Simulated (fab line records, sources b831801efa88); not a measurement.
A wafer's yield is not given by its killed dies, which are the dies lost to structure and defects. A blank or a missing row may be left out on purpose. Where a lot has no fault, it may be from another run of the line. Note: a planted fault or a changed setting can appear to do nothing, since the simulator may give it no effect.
Which tool is to blame? :: flow gf180mcu :: at 1 step of a route of 602, 14 lots with 42 wafers sampled

WHAT THE GAUGES SHOWED, per wafer
GF_V4_OVL_MEAS_15.
lot: L304
measured: day 24 12:19
on: overlay-01
V4_OVL (nm): -6 -15 -10

lot: L305
measured: day 24 19:24
on: overlay-01
V4_OVL (nm): 0 -14 3

lot: L306
measured: day 25 06:12
on: overlay-01
V4_OVL (nm): 14 7 4

lot: L308
measured: day 25 22:46
on: overlay-02
V4_OVL (nm): 7 -9 -2

lot: L310
measured: day 26 06:52
on: overlay-02
V4_OVL (nm): -4 -3 -1

lot: L311
measured: day 26 10:29
on: overlay-02
V4_OVL (nm): -6 -6 -2

lot: L312
measured: day 26 23:20
on: overlay-02
V4_OVL (nm): -1 11 -4

lot: L314
measured: day 27 15:43
on: overlay-01
V4_OVL (nm): -6 -16 5

lot: L316
measured: day 28 07:21
on: overlay-01
V4_OVL (nm): -2 6 -4

lot: L317
measured: day 28 14:13
on: overlay-02
V4_OVL (nm): 2 3 -2

lot: L323
measured: day 30 07:28
on: overlay-02
V4_OVL (nm): 4 -5 8

lot: L326
measured: day 31 05:17
on: overlay-02
V4_OVL (nm): -3 -10 0

lot: L325
measured: day 31 07:37
on: overlay-01
V4_OVL (nm): 19 11 20

lot: L327
measured: day 31 13:17
on: overlay-02
V4_OVL (nm): -7 3 0

WHICH TOOL RAN EACH LOT (tool, then ch and the chambers of the sampled wafers, then the start)
There is no process step in the record ahead of these readings.

AS READ BY THE TOOLS THEMSELVES (means over the sampled wafers that have a number; for cases with no such wafer, the mark the record gives instead)
The record holds no such reading with a usual standard deviation.

THE ANSWER, worked out from the rows above alone
Rule: the usual values come from the lots themselves. Put in order of their means at a reading, lots are off if they are a third of the lots or fewer, leave a main group of 4 or more, and stand apart from it by a gap of 3 or more times the standard deviation of the main group's means; of several such gaps the widest counts. A main group is skipped when, at the precision printed for the reading in the tables above, its means are all equal. Also off: a lot with no number at a reading for which 4 or more lots have one. Where the step has rows for the other lots, those lots are counted as sound. Order of review: gauges by route order, followed by the tools' own readings, for which a lot's mean as printed above is used. The first step at which some lot is off is used, and at that step the reading that is off furthest; a lot without a number counts as furthest.
Nothing can be told from this: no lot is off at any reading shown.

WHAT THE SIMULATOR HAD INSERTED
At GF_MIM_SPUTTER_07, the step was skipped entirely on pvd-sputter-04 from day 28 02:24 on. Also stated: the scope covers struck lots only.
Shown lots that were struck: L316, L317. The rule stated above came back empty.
